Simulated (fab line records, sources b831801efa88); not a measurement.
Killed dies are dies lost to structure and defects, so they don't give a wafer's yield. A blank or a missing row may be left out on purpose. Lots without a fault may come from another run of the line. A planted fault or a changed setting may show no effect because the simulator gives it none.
Which tool did it? | flow gf180mcu | 7 lots, 21 wafers sampled, at 1 step of a route of 602

WHAT THE GAUGES READ, wafer by wafer
GF_V4_THK_MEAS_25: measures by xrf.
lot  | measured     | on            | V4_W_THK (nm)
L402 | day 25 15:05 | film_metro-02 | 353 348 358
L405 | day 26 15:56 | film_metro-01 | 355 356 355
L411 | day 27 21:55 | film_metro-01 | 347 349 347
L413 | day 29 07:49 | film_metro-04 | 358 347 354
L418 | day 30 06:29 | film_metro-04 | 355 349 351
L421 | day 31 01:04 | film_metro-04 | 356 359 356
L423 | day 31 16:27 | film_metro-01 | 348 345 345

WHICH TOOL RAN EACH LOT (tool, then ch and the chambers of the sampled wafers, then the start)
The record holds no process step before these readings.

THE ANSWER, worked out from the rows above alone
Rule: what is usual is taken from the lots themselves. Put in order of their means at a reading, lots are off if they are a third of the lots or fewer, leave a main group of 4 or more, and stand apart from it by a gap of 3 or more times the standard deviation of the main group's means; of several such gaps the widest counts. A main group whose means are all the same, to the digits that the tables above print for the reading, isn't used. A lot without any number at a reading at which 4 lots or more have one is off too. The other lots that the step has rows for count as sound.
No lot is off at any reading shown: from this, nothing can be told.

WHAT THE SIMULATOR HAD PUT IN
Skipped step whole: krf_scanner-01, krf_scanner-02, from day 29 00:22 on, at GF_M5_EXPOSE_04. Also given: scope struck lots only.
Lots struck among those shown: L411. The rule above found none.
